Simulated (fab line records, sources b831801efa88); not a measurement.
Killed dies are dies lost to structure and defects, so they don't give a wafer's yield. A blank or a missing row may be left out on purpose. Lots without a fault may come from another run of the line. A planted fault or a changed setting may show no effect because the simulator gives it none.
Chamber matching | flow gf180mcu | GF_MIM_CVD_05 on pecvd-04: 3 sister chambers
The step deposits Si3N4, target thk 42 nm, time 29.086 s. 6 wafers are shown with their chamber, then 7 later ones without.

WAFERS WITH THEIR CHAMBER
wafer  | chamber | heater_power_w (W)
L545.5 | 1       | 731
L550.2 | 1       | 729
L557.1 | 0       | 536
L557.6 | 2       | 619
L558.1 | 0       | 540
L558.3 | 2       | 664

WAFERS WITHOUT THEIR CHAMBER
wafer  | heater_power_w (W)
L558.6 | 705
L560.1 | 785
L560.3 | 441
L560.4 | 441
L561.1 | 715
L561.2 | 506
L561.4 | 499

WHICH CHAMBER EACH WENT THROUGH
wafer  | from the rows above | in truth
L558.6 | 1                   | 1
L560.1 | 1                   | 1
L560.3 | 0                   | 0
L560.4 | 0                   | 0
L561.1 | 1                   | 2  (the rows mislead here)
L561.2 | 0                   | 0
L561.4 | 0                   | 0
Placed correctly: 6 of 7. Can't be placed from these rows: 0. Placed wrongly: 1.
How it was worked out, from the rows above alone: a wafer's distance from a chamber is the root of the sum, over the readings, of the square of ((its reading less the chamber's mean) divided by the reading's scatter). The wafer belongs to the nearest chamber; if the next one is less than 2 further off, it can't be placed. A chamber's mean is the mean of its shown wafers. The scatter: the root of (the sum of the squares of (reading less its chamber's mean) over the shown wafers, divided by (wafers less chambers)).
